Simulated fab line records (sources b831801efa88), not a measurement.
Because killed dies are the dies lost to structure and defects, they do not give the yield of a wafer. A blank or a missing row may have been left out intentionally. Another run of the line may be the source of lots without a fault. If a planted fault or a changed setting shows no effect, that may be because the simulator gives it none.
What tool caused it?	flow sky130	11 lots, 33 wafers sampled, at 5 steps of a route of 708

== WHAT THE GAUGES SHOWED, per wafer ==
SKY_VIA2_THK_MEAS_01. Usual: VIA2_HDPCVD_THK typically reads 1181 nm, with standard deviation 12.
lot	measured	on	VIA2_HDPCVD_THK (nm)	flag
L725	day 35 18:18	film-metro-03	1187 1163 1191	
L729	day 36 11:01	film-metro-02	1176 1157 1164	
L731	day 37 01:08	film-metro-03	1190 1179 1171	
L733	day 37 19:24	film-metro-03	1203 1191 1190	
L735	day 38 09:24	film-metro-04	1176 1189 1179	
L736	day 38 14:07	film-metro-03	1189 1203 1184	
L737	day 38 20:46	film-metro-03	1185 1173 1183	
L738	day 39 10:07	film-metro-02	1170 1174 1175	
L744	day 41 05:40	film-metro-04	1151 1185 1184	
L745	day 41 12:43	film-metro-02	1191 1193 1184	
L746	day 42 03:59	film-metro-04	1172 1176 1171	

SKY_CAPM_THK_MEAS_01. Usual: CAPM_CVD_00_THK typically reads 15.47 nm, with standard deviation 0.27.
lot	measured	on	CAPM_CVD_00_THK (nm)	flag
L725	day 36 22:46	film-metro-04	15.23 15.41 15.72	
L729	day 37 15:16	film-metro-04	15.26 15.62 15.53	
L731	day 38 04:56	film-metro-02	15.74 15.95 15.57	
L733	day 38 22:50	film-metro-02	15.08 15.62 15.27	
L735	day 39 11:54	film-metro-01	13.20 13.67 13.45	OFF
L736	day 39 17:16	film-metro-01	13.39 13.50 13.47	OFF
L737	day 39 23:31	film-metro-04	15.31 15.50 15.68	
L738	day 40 11:48	film-metro-04	13.50 13.95 13.82	OFF
L744	day 42 06:58	film-metro-01	15.64 15.86 15.79	
L745	day 42 14:09	film-metro-04	15.49 15.63 15.70	
L746	day 43 05:38	film-metro-02	15.08 15.35 15.43	

== WHICH TOOL RAN EACH LOT (tool, then ch and the chambers of the sampled wafers, then the start) ==
lot	SKY_VIA2_CVD_21	SKY_METAL3_SPUTTER_04	SKY_CAPM_CVD_00
L725	cvd-w-02 ch 0,1, day 36 21:59	pvd-sputter-04, day 36 22:42	pecvd-02 ch 0,1,2, day 36 22:45
L729	cvd-w-01 ch 0,1, day 37 14:29	pvd-sputter-01, day 37 15:10	pecvd-04 ch 1,2, day 37 15:13
L731	cvd-w-01 ch 0,1, day 38 04:08	pvd-sputter-02, day 38 04:52	pecvd-04 ch 0,2, day 38 04:55
L733	cvd-w-02 ch 0,1, day 38 22:03	pvd-sputter-02, day 38 22:46	pecvd-01 ch 0,1,2, day 38 22:49
L735	cvd-w-01 ch 0,1, day 39 11:06	pvd-sputter-04, day 39 11:49	pecvd-04 ch 1,2, day 39 11:52
L736	cvd-w-02 ch 0,1, day 39 16:29	pvd-sputter-02, day 39 17:10	pecvd-04 ch 0,1,2, day 39 17:13
L737	cvd-w-01 ch 0,1, day 39 22:44	pvd-sputter-04, day 39 23:25	pecvd-01 ch 0,1,2, day 39 23:28
L738	cvd-w-02 ch 0,1, day 40 11:00	pvd-sputter-01, day 40 11:43	pecvd-04 ch 0,2, day 40 11:46
L744	cvd-w-02 ch 0,1, day 42 06:11	pvd-sputter-01, day 42 06:52	pecvd-01 ch 1,2, day 42 06:55
L745	cvd-w-02 ch 0,1, day 42 13:23	pvd-sputter-01, day 42 14:04	pecvd-02 ch 0,1,2, day 42 14:07
L746	cvd-w-02 ch 0,1, day 43 04:50	pvd-sputter-01, day 43 05:34	pecvd-01 ch 0,2, day 43 05:37
- SKY_VIA2_CVD_21: deposits W, target thk 420 nm, time 126.4 s.
- SKY_METAL3_SPUTTER_04: material TiN, target thk 70 nm, time 58.3 s.
- SKY_CAPM_CVD_00: deposits SiO2, target thk 15.5 nm.

== AS READ BY THE TOOLS THEMSELVES (means over the sampled wafers that have a number; for cases with no such wafer, the mark the record gives instead) ==
SKY_VIA2_CVD_21. Usual: chamber-pressure-Torr 40.00 Torr, standard deviation 0.085; heater-power-w 905 W, standard deviation 87; susceptor-temp-C 401.74 C, standard deviation 0.23.
lot	tool	chamber-pressure-Torr (Torr)	heater-power-w (W)	susceptor-temp-C (C)	flag
L725	cvd-w-02	40.06	972	401.58	
L729	cvd-w-01	40.04	844	401.54	
L731	cvd-w-01	39.87	880	401.91	
L733	cvd-w-02	40.03	968	401.63	
L735	cvd-w-01	40.02	852	401.82	
L736	cvd-w-02	40.05	904	401.57	
L737	cvd-w-01	40.02	811	401.69	
L738	cvd-w-02	39.92	976	401.72	
L744	cvd-w-02	39.94	906	401.88	
L745	cvd-w-02	39.98	977	401.85	
L746	cvd-w-02	39.93	908	401.55	

SKY_METAL3_SPUTTER_04. Usual: 29.7 % for throttle-valve-pct, sd 0.68.
lot	tool	throttle-valve-pct (%)	flag
L725	pvd-sputter-04	29.0	
L729	pvd-sputter-01	29.5	
L731	pvd-sputter-02	29.2	
L733	pvd-sputter-02	29.5	
L735	pvd-sputter-04	29.5	
L736	pvd-sputter-02	29.6	
L737	pvd-sputter-04	30.0	
L738	pvd-sputter-01	29.8	
L744	pvd-sputter-01	29.7	
L745	pvd-sputter-01	29.6	
L746	pvd-sputter-01	29.6	

SKY_CAPM_CVD_00. Usual: heater-power-w 718 W, standard deviation 92; susceptor-temp-C 400.01 C, standard deviation 0.21.
lot	tool	heater-power-w (W)	susceptor-temp-C (C)	flag
L725	pecvd-02	771	400.09	
L729	pecvd-04	767	400.03	
L731	pecvd-04	748	400.15	
L733	pecvd-01	666	399.97	
L735	pecvd-04	707	399.96	
L736	pecvd-04	728	400.06	
L737	pecvd-01	694	400.16	
L738	pecvd-04	623	400.32	
L744	pecvd-01	744	400.01	
L745	pecvd-02	755	400.04	
L746	pecvd-01	639	399.87	

== THE ANSWER, worked out from the rows above alone ==
Rule: take the mean of a lot's wafers that have a number; if it is more than 3 standard deviations from the usual mean, the lot is off. A lot without any number at a reading at which 4 lots or more have one is off too. Any other lot the step has rows for is counted as sound. After the gauges, taken in route order, come the tools' own readings; for these a lot's mean is taken, as printed above. At the first step where some lot is off, the reading lying furthest off is the one used; lots without a number count as furthest.
Off: L735, L736, L738, at SKY_CAPM_THK_MEAS_01 (CAPM_CVD_00_THK).
A tool fits if, at a process step before that reading, it ran every lot that is off, and no sound lot after the first of them. The gauges at SKY_CAPM_THK_MEAS_01 are tried like those tools. One fits: pecvd-04 at SKY_CAPM_CVD_00. Its last sound lot is L731 (day 38 04:55), its first lot that is off L735 (day 39 11:52): a fault that began between those two fits.

== WHAT WAS PUT IN BY THE SIMULATOR ==
Site profile drift: pecvd-04, from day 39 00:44 on, at SKY_CAPM_CVD_00. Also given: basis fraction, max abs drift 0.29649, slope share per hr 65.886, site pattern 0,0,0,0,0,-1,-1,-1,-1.
Shown lots that were struck: L735, L736, L738. The rule above found the same.
